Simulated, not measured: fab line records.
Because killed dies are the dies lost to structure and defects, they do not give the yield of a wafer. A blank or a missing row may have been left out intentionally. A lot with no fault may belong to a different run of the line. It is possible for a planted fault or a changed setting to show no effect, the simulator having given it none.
What tool caused it?    flow sfq line    14 lots, 42 wafers sampled, at 7 steps of a route of 325

WHAT EACH GAUGE READ, for each wafer
SFQ_I3_BOW_MEAS_922.
lot   measured      on             I3_BOW (um)
L207  day 43 21:29  film metro-01  -2 -6 -12
L209  day 44 15:29  film metro-02  19 8 21
L210  day 46 00:33  film metro-01  3 6 -9
L211  day 46 03:35  film metro-04  9 0 10
L212  day 46 04:57  film metro-02  17 14 17
L214  day 46 12:32  film metro-04  14 2 14
L215  day 47 02:04  film metro-01  13 -3 7
L216  day 47 17:19  film metro-01  4 1 11
L222  day 49 00:49  film metro-01  9 13 3
L223  day 49 06:48  film metro-04  6 -1 -7
L226  day 49 20:18  film metro-02  0 4 -1 - - -
L227  day 49 21:47  film metro-04  5 8 -4
L228  day 49 23:20  film metro-02  11 -6 -2 - - -
L229  day 50 04:01  film metro-02  2 1 2

SFQ_M8_BOW_MEAS_951.
lot   measured      on             M8_BOW (um)
L207  day 79 20:34  film metro-03  8 3 -1
L209  day 80 00:10  film metro-01  26 16 28
L210  day 81 13:37  film metro-04  5 9 -7
L211  day 81 16:10  film metro-03  27 16 26
L212  day 82 03:20  film metro-03  11 6 9
L214  day 83 03:20  film metro-01  16 4 14
L215  day 83 04:32  film metro-03  27 12 21
L216  day 83 16:58  film metro-03  11 7 17
L222  day 84 19:08  film metro-04  21 24 14
L223  day 84 20:25  film metro-03  19 10 5
L226  day 85 07:14  film metro-01  -6 0 -5
L227  day 85 09:38  film metro-03  16 18 6
L228  day 86 02:31  film metro-03  11 -7 -3
L229  day 86 07:15  film metro-01  -1 -1 -1

EACH LOT AND THE TOOL THAT RAN IT (in order: tool; ch and the chambers of the sampled wafers; start)
lot   SFQ_TRILAYER_I3_DEP_PECVD_081    SFQ_TRILAYER_I3_CMP_CMP_082    SFQ_TRILAYER_I3_METRO_MEASURE_083  SFQ_TRILAYER_I3_VIA_ETCH_VIA_ETCH_088  SFQ_TRILAYER_A5B_METRO_MEASURE_131
L207  pecvd-04 ch 0,1, day 43 18:23    cmp-01 ch 0,2,3, day 43 18:58  film metro-01, day 43 21:47        rie diel-03 ch 0,1,3, day 44 01:06     film metro-01, day 51 20:29
L209  pecvd-01 ch 0,2, day 44 07:35    cmp-01 ch 0,2,3, day 44 13:28  film metro-02, day 44 15:47        rie diel-03 ch 2,3, day 45 01:56       film metro-01, day 52 02:29
L210  pecvd-01 ch 1,2, day 45 18:39    cmp-01 ch 1,2, day 45 22:02    film metro-01, day 46 00:51        rie diel-04 ch 0,1,3, day 51 21:44     film metro-02, day 58 13:07
L211  pecvd-04 ch 0,1,2, day 45 20:09  cmp-01 ch 0,2,3, day 46 01:32  film metro-04, day 46 04:15        rie diel-03 ch 0,1,2, day 51 23:00     film metro-04, day 58 14:57
L212  pecvd-02 ch 0,1,2, day 45 21:50  cmp-02 ch 0,1,2, day 46 01:56  film metro-02, day 46 05:15        rie diel-01 ch 0,1,2, day 52 00:08     film metro-01, day 58 17:55
L214  pecvd-04 ch 0,2, day 46 07:51    cmp-01 ch 0,1,2, day 46 09:32  film metro-04, day 46 12:39        rie diel-04 ch 1,2,3, day 52 04:57     film metro-02, day 59 00:19
L215  pecvd-04 ch 0,2, day 46 21:03    cmp-01 ch 1,2,3, day 46 23:33  film metro-01, day 47 02:22        rie diel-04 ch 0,1,2, day 52 13:21     film metro-02, day 59 06:06
L216  pecvd-02 ch 1,2, day 47 10:56    cmp-01 ch 0,1,3, day 47 14:17  film metro-01, day 47 17:48        rie diel-04 ch 2,3, day 53 01:21       film metro-02, day 59 11:06
L222  pecvd-01 ch 0,1, day 48 17:50    cmp-02 ch 0,1,3, day 48 21:47  film metro-01, day 49 01:18        rie diel-04 ch 1,2,3, day 54 04:40     film metro-04, day 60 08:03
L223  pecvd-01 ch 0,1, day 48 21:26    cmp-02 ch 1,2,3, day 49 04:47  film metro-04, day 49 07:06        rie diel-03 ch 0,1,3, day 54 11:52     film metro-04, day 60 12:03
L226  pecvd-04 ch 0,2, day 49 09:26    cmp-01 ch 0,1,3, day 49 17:47  film metro-02, day 50 01:49        rie diel-01 ch 2,3, day 54 23:52       film metro-02, day 61 11:26
L227  pecvd-02 ch 0,1,2, day 49 10:49  cmp-02 ch 0,1,3, day 49 19:17  film metro-04, day 49 21:54        rie diel-03 ch 0,1,2, day 55 01:04     film metro-01, day 61 14:01
L228  pecvd-01 ch 0,1,2, day 49 12:03  cmp-01 ch 0,1,3, day 49 21:47  film metro-02, day 50 03:30        rie diel-01 ch 1,2, day 55 03:28       film metro-01, day 61 20:37
L229  pecvd-04 ch 1,2, day 49 15:37    cmp-02 ch 0,1, day 50 01:31    film metro-02, day 50 04:08        rie diel-01 ch 1,2, day 55 08:16       film metro-04, day 61 23:01
- SFQ_TRILAYER_I3_DEP_PECVD_081: deposits SiO2 from SiH4/N2O, time 111.11 s, target thk 500 nm.
- SFQ_TRILAYER_I3_CMP_CMP_082: polishes SiO2.
- SFQ_TRILAYER_I3_METRO_MEASURE_083
- SFQ_TRILAYER_I3_VIA_ETCH_VIA_ETCH_088: etches SiO2 in CHF3, stops on Nb, target depth 260 nm.
- SFQ_TRILAYER_A5B_METRO_MEASURE_131

WHAT THE TOOLS THEMSELVES READ (means of the sampled wafers that have a number; where no wafer has one, the mark that the record gives instead)
SFQ_TRILAYER_I3_DEP_PECVD_081.
lot   tool      heater power w (W)  rf fwd power W (W)  throttle valve pct (%)
L207  pecvd-04  80                  182.4               25.3
L209  pecvd-01  69                  181.4               26.1
L210  pecvd-01  73                  182.7               24.0
L211  pecvd-04  87                  182.5               26.1
L212  pecvd-02  98                  182.1               22.5
L214  pecvd-04  94                  182.3               25.9
L215  pecvd-04  96                  182.3               26.0
L216  pecvd-02  90                  181.8               21.8
L222  pecvd-01  75                  182.8               26.6
L223  pecvd-01  75                  181.8               26.8
L226  pecvd-04  86                  182.1               25.3
L227  pecvd-02  95                  182.4               22.6
L228  pecvd-01  76                  182.3               25.6
L229  pecvd-04  94                  182.6               26.7

SFQ_TRILAYER_I3_CMP_CMP_082.
lot   tool    motor current A (A)  slurry flow ml min  time to endpoint s (s)
L207  cmp-01  10.2                 149.8               209
L209  cmp-01  10.3                 150.0               208
L210  cmp-01  10.3                 149.8               213
L211  cmp-01  10.2                 150.0               212
L212  cmp-02  9.3                  150.0               219
L214  cmp-01  10.7                 150.1               210
L215  cmp-01  10.3                 149.7               217
L216  cmp-01  10.5                 149.9               204
L222  cmp-02  9.7                  149.9               226
L223  cmp-02  9.4                  149.9               232
L226  cmp-01  10.3                 149.8               191
L227  cmp-02  9.9                  150.0               212
L228  cmp-01  10.3                 150.0               205
L229  cmp-02  9.5                  149.7               223

SFQ_TRILAYER_I3_METRO_MEASURE_083.
lot   tool           thk nm (nm)
L207  film metro-01  199.8
L209  film metro-02  199.9
L210  film metro-01  199.9
L211  film metro-04  200.0
L212  film metro-02  200.5
L214  film metro-04  199.6
L215  film metro-01  198.2
L216  film metro-01  201.1
L222  film metro-01  200.7
L223  film metro-04  200.7
L226  film metro-02  206.2
L227  film metro-04  200.7
L228  film metro-02  206.0
L229  film metro-02  201.9

SFQ_TRILAYER_I3_VIA_ETCH_VIA_ETCH_088.
lot   tool         drypump motor current A (A)  oes product au (a.u.)  rf fwd power W (W)
L207  rie diel-03  5.9                          0.852                  500.2
L209  rie diel-03  5.8                          0.854                  499.0
L210  rie diel-04  6.2                          0.855                  497.6
L211  rie diel-03  5.8                          0.856                  498.4
L212  rie diel-01  5.3                          0.855                  499.0
L214  rie diel-04  5.8                          0.853                  498.1
L215  rie diel-04  5.7                          0.852                  497.9
L216  rie diel-04  5.4                          0.857                  499.4
L222  rie diel-04  5.8                          0.856                  496.4
L223  rie diel-03  5.9                          0.856                  498.9
L226  rie diel-01  5.1                          0.871                  498.3
L227  rie diel-03  5.8                          0.854                  497.7
L228  rie diel-01  5.1                          0.867                  498.4
L229  rie diel-01  5.1                          0.860                  497.6

SFQ_TRILAYER_A5B_METRO_MEASURE_131.
lot   tool           thk nm (nm)
L207  film metro-01  331
L209  film metro-01  341
L210  film metro-02  350
L211  film metro-04  338
L212  film metro-01  352
L214  film metro-02  336
L215  film metro-02  333
L216  film metro-02  334
L222  film metro-04  335
L223  film metro-04  330
L226  film metro-02  333
L227  film metro-01  340
L228  film metro-01  340
L229  film metro-04  343

THE ANSWER, worked out from the rows above alone
Rule: what is usual is taken from the lots themselves. The widest of any qualifying gaps counts: lots, ordered by their means at a reading, are off when they make up no more than a third of the lots, leave a main group of 4 or more, and stand apart from it by 3 or more times the standard deviation of that group's means. A main group whose means are all the same, to the digits that the tables above print for the reading, isn't used. Also off: a lot with no number at a reading for which 4 or more lots have one. The other lots that the step has rows for count as sound. First the gauges in route order, then the tools' own readings, where a lot's mean is used as printed above. At the first step where some lot is off, the reading lying furthest off is the one used; lots without a number count as furthest.
Off, at SFQ_TRILAYER_I3_METRO_MEASURE_083 on thk nm: L226, L228. The main group has a mean of 200.2 nm with a standard deviation of 0.88.
A tool fits if, at that step or a process step before it, it ran every lot that is off, and no sound lot after the first of them. One candidate fits, namely cmp-01 at SFQ_TRILAYER_I3_CMP_CMP_082. A fault onset in the window from L216 (day 47 14:17, its last sound lot) to L226 (day 49 17:47, its first lot off) fits.

WHAT THE SIMULATOR HAD INSERTED
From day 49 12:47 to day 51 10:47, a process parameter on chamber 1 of cmp-01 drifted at SFQ_TRILAYER_I3_CMP_CMP_082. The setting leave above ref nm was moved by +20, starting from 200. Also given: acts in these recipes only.
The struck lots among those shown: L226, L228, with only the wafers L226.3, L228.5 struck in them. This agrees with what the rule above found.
